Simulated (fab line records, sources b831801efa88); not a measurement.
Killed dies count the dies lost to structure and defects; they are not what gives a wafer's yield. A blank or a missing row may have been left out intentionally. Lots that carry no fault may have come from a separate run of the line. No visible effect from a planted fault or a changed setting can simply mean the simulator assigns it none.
fab line records -- flow sky130
[record] lots = 5, wafers = 15, last-day = 50
route steps=708 shown LOCAL_INTERCONNECT@391 PAD_OPEN@708
lots that met no fault: taken from a fault-free run of the same line
start-h: start of the lot's first displayed wafer, in hours after the record's first day -- wait-h: hours since the lot's step before -- " same as the row above -- L1.1+2: several wafers, shown together as one row -- - no value, or no start was given -- * or withheld: withheld -- < > ~ a bound
route shown NAME@n: names a module that has steps shown in the file, with the first one's number in the route -- usual: mean/standard deviation taken from wafers without a fault -- same: alike in all rows -- chamber/n: place in a boat -- sites: the reading at each site -- _std_site: their standard deviation -- _edge_site: the outer-site mean with the inner-site mean subtracted -- radius-mm: how far each site lies from the wafer's centre -- mask NAME#n: copy n -- behind: the most recent tool/chamber to have shaped the wafer -- hold: cause of the lot's hold/its duration in hours/its outcome -- device: the n, p or np transistor that did not switch -- end of line: tests of these same wafers at the route's end -- step lacking rows: just its recipe -- killed: count of dies lost to structure and defects at first sort (not the wafer's yield) -- map: dies across one wafer; x = killed, . = not, _ = none there
set.NAME: the setting that was run; set.NAME@STEP: the one run at that earlier step -- model.NAME: the simulator's own value behind a step, which no gauge read
lots seen at some steps along the route; tables by step, rows by wafer
services: the hour from which a tool's chamber was out of use, counted from the record's first day as start-h (under 0 if before that day), plus the number of hours and why
[[steps]]
[step SKY_LOCAL_INTERCONNECT_HMDS_04]
[recipe] prime-time-s = 60, prime-temp-c = 120
[step SKY_LOCAL_INTERCONNECT_COAT_05]
[recipe] resist = BARC, temp-c = withheld, time-s = withheld, spin-rpm = 3000, resist-thk-nm = 60
[step SKY_LOCAL_INTERCONNECT_COAT_06]
[recipe] resist = KrF-thick, spin-rpm = 3000, resist-thk-nm = 450
[step SKY_LOCAL_INTERCONNECT_SOFTBAKE_07]
[recipe] temp-c = 100, time-s = 90, resist = KrF-thick
[step SKY_LOCAL_INTERCONNECT_EXPOSE_08]
[recipe] mask-id = LI1M, na = 0.8, source-shape = annular, sigma-inner = 0.55, sigma-outer = 0.85, target-cd-nm = 170, dose-mj = 28
[step SKY_LOCAL_INTERCONNECT_PEB_09]
[recipe] peb-temp-c = withheld, peb-time-s = withheld, resist = KrF-thick
[step SKY_LOCAL_INTERCONNECT_DEVELOP_10]
[recipe] develop-time-s = 60, resist = KrF-thick, dev-temp-c = 21
[step SKY_LOCAL_INTERCONNECT_CD_MEAS_11]
[recipe] target-cd-nm = 170
[usual] cd-nm = 170.1/1.3
lot.wafer,tool,chamber,start-h,wait-h,cd-nm
L819.2,cd-sem-01,-,710.44,-,171.1
L819.4,cd-sem-01,-,710.44,-,171.8
L819.6,cd-sem-01,-,710.44,-,171.2
L824.1,cd-sem-01,-,758.19,-,168.2
L824.2,cd-sem-01,-,758.19,-,170.1
L824.5,cd-sem-01,-,758.19,-,170.7
L830.1,cd-sem-01,-,813.69,-,170.0
L830.2,cd-sem-01,-,813.69,-,168.8
L830.3,cd-sem-01,-,813.69,-,169.9
L837.1,cd-sem-01,-,854.44,-,168.9
L837.3,cd-sem-01,-,854.44,-,169.6
L837.4,cd-sem-01,-,854.44,-,167.4
L839.3,cd-sem-02,-,869.71,-,169.6
L839.4,cd-sem-02,-,869.71,-,169.4
L839.6,cd-sem-02,-,869.71,-,169.8
[step SKY_LOCAL_INTERCONNECT_OVL_MEAS_12]
[usual] LOCAL_INTERCONNECT_OVL = 1/4.8
lot.wafer,tool,chamber,start-h,wait-h,LOCAL_INTERCONNECT_OVL[nm]
L819.2,overlay-01,-,710.55,0.1,7
L819.4,overlay-01,-,710.55,0.1,5
L819.6,overlay-01,-,710.55,0.1,6
L824.1,overlay-01,-,758.31,0.1,-5
L824.2,overlay-01,-,758.31,0.1,-9
L824.5,overlay-01,-,758.31,0.1,-5
L830.1,overlay-02,-,813.81,0.1,-5
L830.2,overlay-02,-,813.81,0.1,1
L830.3,overlay-02,-,813.81,0.1,3
L837.1,overlay-01,-,854.57,0.1,1
L837.3,overlay-01,-,854.57,0.1,-2
L837.4,overlay-01,-,854.57,0.1,2
L839.3,overlay-01,-,869.81,0.1,-8
L839.4,overlay-01,-,869.81,0.1,4
L839.6,overlay-01,-,869.81,0.1,3
[step SKY_LOCAL_INTERCONNECT_ETCH_13]
[recipe] chemistry = N2/H2, target = BARC, ion-energy-ev = 200, bias-w = 100, pressure-mtorr = 30, n2-flow-sccm = 100, h2-flow-sccm = 200, icp-w = 500, stop-on = SiO2, time-s = 45.9, target-depth-a = 600
[usual] drypump-motor-current-A = 5.5/0.37, oes-product-au = 0.854/0.0048, throttle-valve-pct = 13.224/0.0085
lot.wafer,tool,chamber,start-h,wait-h,drypump-motor-current-A,oes-product-au,rf-hours-counter-h,throttle-valve-pct
L819.2,rie-metal-01,1,710.58,0.0,6.0,0.858,17,13.219
L819.4,rie-metal-01,0,710.58,0.0,5.1,0.860,-,13.210
L819.6,rie-metal-01,0,710.58,0.0,5.1,0.851,-,13.216
L824.1,rie-metal-02,0,758.35,0.0,5.6,0.856,8,13.213
L824.2,rie-metal-02,1,758.35,0.0,4.8,0.850,14,13.218
L824.5,rie-metal-02,1,758.35,0.0,4.8,0.857,-,13.228
L830.1,rie-metal-02,1,813.85,0.0,4.8,0.849,15,13.208
L830.2,rie-metal-02,0,813.85,0.0,5.6,0.848,10,13.232
L830.3,rie-metal-02,0,813.85,0.0,5.6,0.868,-,13.209
L837.1,rie-metal-01,0,854.61,0.0,5.1,0.848,17,13.221
L837.3,rie-metal-01,1,854.61,0.0,6.0,0.851,-,13.213
L837.4,rie-metal-01,0,854.61,0.0,5.1,0.854,-,13.229
L839.3,rie-metal-01,1,869.85,0.0,6.0,0.850,-,13.220
L839.4,rie-metal-01,0,869.85,0.0,5.1,0.850,-,13.221
L839.6,rie-metal-01,1,869.85,0.0,6.0,0.856,-,13.222
[step SKY_LOCAL_INTERCONNECT_METAL_ETCH_14]
[recipe] target-depth-nm = 110, stop-on = PSG, chemistry = Cl2/BCl3, target = TiN, resist-sidewall-deg = 88, pressure-mtorr = 10, icp-w = 900, bias-w = 48.5, Cl2_flow_sccm = 60, bcl3-flow-sccm = 30, time-s = 32.43
[usual] bcl3-flow-sccm = 30.01/0.1, drypump-motor-current-A = 5.5/0.37, oes-product-au = 0.932/0.0084, throttle-valve-pct = 21.906/0.012
lot.wafer,tool,chamber,start-h,wait-h,bcl3-flow-sccm,drypump-motor-current-A,oes-product-au,rf-hours-counter-h,throttle-valve-pct
L819.2,rie-metal-01,1,710.64,0.0,30.09,6.0,0.931,17,21.905
L819.4,rie-metal-01,0,710.64,0.0,30.04,5.1,0.921,-,21.907
L819.6,rie-metal-01,0,710.64,0.0,30.08,5.1,0.932,-,21.910
L824.1,rie-metal-02,0,758.41,0.0,30.12,5.6,0.937,8,21.891
L824.2,rie-metal-02,1,758.41,0.0,29.99,4.8,0.933,14,21.911
L824.5,rie-metal-02,1,758.41,0.0,30.04,4.8,0.935,-,21.885
L830.1,rie-metal-02,1,813.91,0.0,30.06,4.8,0.938,15,21.900
L830.2,rie-metal-02,0,813.91,0.0,30.01,5.5,0.951,10,21.886
L830.3,rie-metal-02,0,813.91,0.0,29.95,5.5,0.941,-,21.886
L837.1,rie-metal-01,0,854.67,0.0,29.76,5.1,0.934,17,21.906
L837.3,rie-metal-01,1,854.67,0.0,30.00,6.0,0.937,-,21.889
L837.4,rie-metal-01,0,854.67,0.0,29.88,5.1,0.939,-,21.913
L839.3,rie-metal-01,1,869.91,0.0,29.92,6.0,0.923,-,21.911
L839.4,rie-metal-01,0,869.91,0.0,29.89,5.1,0.934,-,21.908
L839.6,rie-metal-01,1,869.91,0.0,29.95,6.0,0.923,-,21.923
[step SKY_LOCAL_INTERCONNECT_STRIP_15]
[recipe] chemistry = O2/N2, power-w = 1400, pressure-mtorr = 1500, platen-temp-c = withheld, o2-flow-sccm = 3000, n2-flow-sccm = 300, overash-fraction = 0.5
[usual] drypump-motor-current-A = 5.45/0.23, oes-product-au = 0.426/0.0045, strip-time-to-endpoint-s = 4.702/0.018
[same] overash-fraction = 0.5
lot.wafer,tool,chamber,start-h,wait-h,drypump-motor-current-A,oes-product-au,rf-hours-counter-h,strip-time-to-endpoint-s
L819.2,plasma-asher-03,0,710.69,0.0,5.43,0.431,58,4.698
L819.4,plasma-asher-03,0,710.69,0.0,5.43,0.428,-,4.685
L819.6,plasma-asher-03,1,710.69,0.0,5.12,0.421,-,4.690
L824.1,plasma-asher-02,1,758.46,0.0,5.52,0.422,1,4.711
L824.2,plasma-asher-02,0,758.46,0.0,5.67,0.431,1,4.671
L824.5,plasma-asher-02,1,758.46,0.0,5.51,0.428,-,4.707
L830.1,plasma-asher-02,1,813.97,0.0,5.49,0.422,6,4.692
L830.2,plasma-asher-02,0,813.97,0.0,5.63,0.429,6,4.717
L830.3,plasma-asher-02,1,813.97,0.0,5.50,0.425,-,4.720
L837.1,plasma-asher-03,1,854.72,0.0,5.15,0.430,73,4.711
L837.3,plasma-asher-03,0,854.72,0.0,5.44,0.422,-,4.700
L837.4,plasma-asher-03,1,854.72,0.0,5.13,0.425,-,4.713
L839.3,plasma-asher-04,1,869.98,0.1,5.77,0.425,-,4.715
L839.4,plasma-asher-04,0,869.98,0.1,5.80,0.418,-,4.689
L839.6,plasma-asher-04,1,869.98,0.1,5.74,0.423,-,4.666
[step SKY_LOCAL_INTERCONNECT_STRIP_16]
[recipe] chemistry = post-etch-residue-remover, time-s = 1200, temp-c = 72.5
[usual] bath-guard-temp-C = 72.6/0.55, run-length-s = 1230/3.8
lot.wafer,tool,chamber,start-h,wait-h,bath-guard-temp-C,run-length-s
L819.2,wet-bench-04,1,710.79,0.1,71.9,1235
L819.4,wet-bench-04,1,710.79,0.1,71.7,1235
L819.6,wet-bench-04,1,710.79,0.1,71.8,1235
L824.1,wet-bench-04,0,758.56,0.1,72.2,1227
L824.2,wet-bench-04,0,758.56,0.1,72.2,1227
L824.5,wet-bench-04,0,758.56,0.1,72.6,1227
L830.1,wet-bench-04,3,814.07,0.1,72.7,1288
L830.2,wet-bench-04,3,814.07,0.1,72.4,1288
L830.3,wet-bench-04,3,814.07,0.1,72.4,1288
L837.1,wet-bench-03,0,854.82,0.1,72.7,1234
L837.3,wet-bench-03,0,854.82,0.1,73.1,1234
L837.4,wet-bench-03,0,854.82,0.1,73.1,1234
L839.3,wet-bench-02,0,870.04,0.0,73.5,1234
L839.4,wet-bench-02,0,870.04,0.0,73.6,1234
L839.6,wet-bench-02,0,870.04,0.0,73.2,1234
[step SKY_LOCAL_INTERCONNECT_CLEAN_17]
[recipe] chemistry = IPA, time-s = 180, temp-c = 25
[step SKY_PAD_OPEN_PROBE_99]
[usual] killed_at_M0_to_M3 = 43/7.6, killed_at_M4_up = 2.9/1.9, killed-at-contacts = 24/5, killed-at-front-end = 15/4.3, killed-at-other = 0.3/0.54, killed-dies = 85/10, killed-open = 47/7, killed-short = 38/6.4
[same] gross-dies = 492, killed-at-back-side = 0
lot.wafer,tool,chamber,start-h,wait-h,killed_at_M0_to_M3,killed_at_M4_up,killed-at-contacts,killed-at-front-end,killed-at-other,killed-dies,killed-open,killed-short
L819.2,prober-01,-,1081.23,0.1,38,4,24,17,0,83,40,43
L819.4,prober-01,-,1081.33,0.2,34,4,27,18,1,84,39,45
L819.6,prober-01,-,1081.43,0.2,45,5,32,23,0,105,49,56
L837.1,prober-01,-,1185.97,0.1,56,2,23,23,0,104,56,48
L837.3,prober-01,-,1186.07,0.2,53,0,27,13,0,93,53,40
L837.4,prober-01,-,1186.12,0.2,48,3,24,10,0,85,46,39
// killed by level:class
L819.2 LI_CONTACT:geometric-particle:open=9 VIA2:geometric-particle:open=8 FIELD_ISO:geometric-particle:short=7 METAL2:geometric-particle:short=6 VIA1:geometric-particle:short=5 LOCAL_INTERCONNECT:geometric-particle:short=5 VIA1:geometric-particle:open=5 METAL3:geometric-particle:short=5
L819.4 CONTACT:geometric-particle:open=10 VIA1:geometric-particle:open=8 POLY_GATE:geometric-particle:short=7 LI_CONTACT:geometric-particle:open=7 CONTACT:geometric-particle:short=7 FIELD_ISO:geometric-particle:short=5 VIA1:geometric-particle:short=5 METAL1:geometric-particle:short=5
L819.6 CONTACT:geometric-particle:open=12 VIA1:geometric-particle:open=11 CONTACT:geometric-particle:short=9 POLY_GATE:geometric-particle:short=8 VIA2:geometric-particle:open=7 METAL1:geometric-particle:short=6 FIELD_ISO:geometric-particle:short=5 LI_CONTACT:geometric-particle:open=5
L837.1 VIA1:geometric-particle:open=11 VIA3:geometric-particle:open=10 VIA2:geometric-particle:open=9 LOCAL_INTERCONNECT:geometric-particle:short=7 POLY_GATE:geometric-particle:open=6 METAL1:geometric-particle:short=6 VIA1:geometric-particle:short=5 CONTACT:geometric-particle:short=5
L837.3 CONTACT:geometric-particle:open=11 VIA1:geometric-particle:open=10 LI_CONTACT:geometric-particle:open=7 VIA1:geometric-particle:short=7 METAL2:geometric-particle:short=7 METAL1:geometric-particle:short=6 VIA2:geometric-particle:open=6 VIA3:geometric-particle:open=6
L837.4 CONTACT:geometric-particle:open=10 VIA1:geometric-particle:open=8 VIA2:geometric-particle:open=7 LI_CONTACT:geometric-particle:open=7 METAL1:geometric-particle:short=7 METAL2:geometric-particle:short=7 LI_CONTACT:geometric-particle:short=5 VIA3:geometric-particle:short=4
[[services]]
tool,chamber,start-h,hours,kind
rie-metal-01,1,690.79,7.0,repair
rie-metal-01,1,711.73,5.1,repair
rie-metal-01,1,716.80,-,clean
rie-metal-01,1,716.80,31.3,scheduled-down
rie-metal-01,1,716.80,31.3,vent-cycle
rie-metal-02,1,718.01,2.9,repair
wet-bench-02,-,731.56,8.1,repair
plasma-asher-02,-,733.80,9.0,pm
plasma-asher-02,0,733.80,9.0,vent-cycle
plasma-asher-02,1,733.80,9.0,vent-cycle
plasma-asher-02,0,742.80,-,clean
plasma-asher-02,1,742.80,-,clean
plasma-asher-02,-,751.26,4.6,repair
rie-metal-01,1,763.83,3.2,repair
rie-metal-01,-,784.51,2.8,pm
wet-bench-04,-,824.25,1.5,repair
plasma-asher-02,-,831.02,2.7,repair
rie-metal-02,1,834.70,-,clean
rie-metal-02,1,834.70,12.6,scheduled-down
rie-metal-02,1,834.70,12.6,vent-cycle
[[key]]
[first-sign] step = SKY_LOCAL_INTERCONNECT_STRIP_16, reading = run-length-s, direction = up, sigmas = 15, usual = *, struck = *
effect none on later readings
met-at SKY_LOCAL_INTERCONNECT_STRIP_16
struck-wafers L830.1,L830.2,L830.3
tester-left-out L830
[fault] kind = process-parameter-drift, tool = wet-bench-04, chamber = 3, onset-h = 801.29, steps = SKY_LOCAL_INTERCONNECT_STRIP_16, channel = time-s, offset = *, shape = step, end-h = 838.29, acts-in = *, stated = *
// tester-left-out: of these lots the tester's yield and bins aren't shown, on N5 and GAA mostly nor the transistor test; their killed dies are dies lost to structure and defects alone, not to doping, threshold or leakage, so they don't give the yield
